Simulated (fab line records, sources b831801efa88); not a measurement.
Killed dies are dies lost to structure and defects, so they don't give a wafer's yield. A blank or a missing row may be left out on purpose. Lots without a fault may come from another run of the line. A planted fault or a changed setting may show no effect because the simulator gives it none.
A struck lot beside a sound one | flow sky130 | 32 steps out of a route of 708
Sound: wafers L719.1, L719.3, L719.5. Struck: wafer L728.1. (L728.2, L728.3 of the same lot were not struck and are left out.) The cause comes at the end.
At each step with rows: each side's tool, then ch and its chambers, then its first start. Under that, the readings that differ: sound wafers | struck wafers | difference of the means | sigmas: that difference in standard deviations of wafers without a fault.
alike: readings whose means differ by less than 2 such deviations, and words and numbers that are the same on both sides. not compared: withheld readings, readings that some wafer has no value for, bounds like >300 that may hide the same value, and numbers for which the record gives no deviation and whose values overlap.
The two part at a step that has a row with sigmas, a row that says differs or no value, or rows on one side only. Numbers that don't overlap but have no deviation are shown without sigmas and don't part them. A reading that every wafer of one side lacks parts them only if that side has two wafers or more.

first, 1 step without rows for these wafers: SKY_VIA1_ETCH_15 (etches SiO2 in C4F8/O2/Ar, stops on TiN, target depth 351 nm, time 54 s).
SKY_VIA1_STRIP_16: strips in O2/N2.
  sound on plasma_asher-03 ch 0,1, day 34 06:54; struck on plasma_asher-02 ch 1, day 37 03:37
  alike: drypump_motor_current_A, oes_product_au, strip_time_to_endpoint_s
  not compared: rf_hours_counter_h
then, 3 steps without rows for these wafers: SKY_VIA1_STRIP_17 (strips in post etch residue remover, time 1200 s); SKY_VIA1_CLEAN_18 (cleans in IPA, time 180 s); SKY_VIA1_CLEAN_19 (cleans in O3/DIW).
SKY_VIA1_SPUTTER_20: material TiN, target thk 20 nm, time 80 s.
  sound on pvd_sputter-03, day 34 07:29; struck on pvd_sputter-03, day 37 04:16
  alike: throttle_valve_pct
then, 1 step without rows for these wafers: SKY_VIA1_CVD_21 (deposits W, target thk 270 nm, time 80.902 s).
SKY_VIA1_RS_MEAS_22: measures by four-point-probe.
  sound on film_metro-01, day 34 07:39; struck on film_metro-04, day 37 04:25
  reading            | sound             | struck | difference | sigmas
  VIA1_W_RS (ohm/sq) | 0.426 0.425 0.419 | 0.436  | +0.013     | +3
SKY_VIA1_THK_MEAS_23: measures by xrf.
  sound on film_metro-01, day 34 07:46; struck on film_metro-04, day 37 04:32
  reading         | sound       | struck | difference | sigmas
  VIA1_W_THK (nm) | 271 272 276 | 266    | -7         | -2
then, 2 steps without rows for these wafers: SKY_VIA1_CMP_24 (polishes, stops on SiO2, t overpolish 15 s, target thk 0 nm); SKY_METAL2_SPUTTER_00 (material Ti, target thk 15 nm, time 10 s).
SKY_METAL2_SPUTTER_01: material TiN, target thk 20 nm, time 16.7 s.
  sound on pvd_sputter-02, day 34 08:09; struck on pvd_sputter-04, day 37 04:55
  alike: throttle_valve_pct
SKY_METAL2_SPUTTER_02: material AlCu, target thk 250 nm, time 13.3 s.
  sound on pvd_sputter-02, day 34 08:11; struck on pvd_sputter-04, day 37 04:56
  reading                                     | sound             | struck | difference | sigmas
  model.AlCu_of_METAL2_SPUTTER_02.thk_nm (nm) | 248.3 248.3 247.9 | 237.2  | -11.0      |
  alike: throttle_valve_pct
then, 2 steps without rows for these wafers: SKY_METAL2_SPUTTER_03 (material Ti, target thk 5 nm, time 3.3 s); SKY_METAL2_SPUTTER_04 (material TiN, target thk 70 nm, time 58.3 s).
SKY_METAL2_RS_MEAS_05: measures by four-point-probe.
  sound on film_metro-03, day 34 08:16; struck on film_metro-01, day 37 05:02
  reading                 | sound                | struck | difference | sigmas
  METAL2_ALCU_RS (ohm/sq) | 0.1277 0.1274 0.1279 | 0.1335 | +0.0058    | +4
SKY_METAL2_THK_MEAS_06: measures by xrf.
  sound on film_metro-03, day 34 08:23; struck on film_metro-01, day 37 05:09
  reading              | sound       | struck | difference | sigmas
  METAL2_ALCU_THK (nm) | 251 252 249 | 243    | -8         | -3
then, 8 steps without rows for these wafers: SKY_METAL2_DEHYDRATE_07 (time 60 s); SKY_METAL2_HMDS_08 (prime time 60 s); SKY_METAL2_COAT_09 (resist thk 60 nm); SKY_METAL2_COAT_10 (resist thk 450 nm); SKY_METAL2_SOFTBAKE_11 (time 90 s); SKY_METAL2_EXPOSE_12 (exposes mask MM2, target cd 140 nm); SKY_METAL2_PEB_13; SKY_METAL2_DEVELOP_14 (develop time 60 s).
SKY_METAL2_CD_MEAS_15: target cd 140 nm.
  sound on cd_sem-01, day 35 10:25; struck on cd_sem-01, day 38 06:28
  alike: cd_nm
SKY_METAL2_OVL_MEAS_16:
  sound on overlay-02, day 35 10:32; struck on overlay-01, day 38 06:35
  alike: METAL2_OVL
SKY_METAL2_DESCUM_17: chemistry O2, time 8 s.
  sound on rie_metal-04 ch 1, day 35 10:34; struck on rie_metal-04 ch 1, day 38 06:37
  alike: drypump_motor_current_A, oes_product_au
  not compared: rf_hours_counter_h
SKY_METAL2_ETCH_18: etches BARC in N2/H2, stops on SiO2, time 45.9 s, target depth 60 nm.
  sound on rie_metal-04 ch 1, day 35 10:36; struck on rie_metal-04 ch 1, day 38 06:41
  alike: drypump_motor_current_A, oes_product_au, throttle_valve_pct
  not compared: rf_hours_counter_h
SKY_METAL2_METAL_ETCH_19: etches the open film in Cl2/BCl3, stops on SiO2, target depth 360 nm, time 78 s.
  sound on rie_metal-04 ch 1, day 35 10:40; struck on rie_metal-04 ch 1, day 38 06:49
  reading                            | sound             | struck | difference | sigmas
  model.METAL2.feature_depth_nm (nm) | 357.7 357.5 357.4 | 369    | +11        |
  model.etch.depth_nm (nm)           | 357.6 357.5 357.4 | 369    | +12        |
  alike: drypump_motor_current_A, mfc_cl2_sccm, oes_product_au, throttle_valve_pct
  not compared: rf_hours_counter_h
then, 1 step without rows for these wafers: SKY_METAL2_STRIP_20 (strips in O2/N2).
-- the record jumps here: 10 days lie between the struck wafers' starts before and after (it left off in module METAL2 and takes up again in module PAD_OPEN, whose first step shown is number 708 of the route) --
SKY_PAD_OPEN_PROBE_99:
  sound on prober-01, day 46 01:38; struck on prober-02, day 48 06:41
  reading                      | sound                | struck | difference | sigmas
  killed_at_M4_up              | 1 2 3                | 7      | +5         | +3
  model.etest.met2.line_ohm_um | 0.9115 0.8974 0.9276 | 0.9768 | +0.0646    |
  model.etest.met2.rs_ohm_sq   | 0.1298 0.1286 0.1287 | 0.1355 | +0.0065    |
  alike: defect_limited_yield, killed_at_M0_to_M3, killed_at_contacts, killed_at_front_end, killed_at_other, killed_dies, killed_open, killed_short, sort_bin_3_pad_short, sort_bin_5_function, sort_bin_6_memory, sort_n_pass, sort_yield_pct

WHERE THEY PART
First at SKY_VIA1_RS_MEAS_22; last, within this record, at SKY_PAD_OPEN_PROBE_99.

WHY: what the simulator had put in
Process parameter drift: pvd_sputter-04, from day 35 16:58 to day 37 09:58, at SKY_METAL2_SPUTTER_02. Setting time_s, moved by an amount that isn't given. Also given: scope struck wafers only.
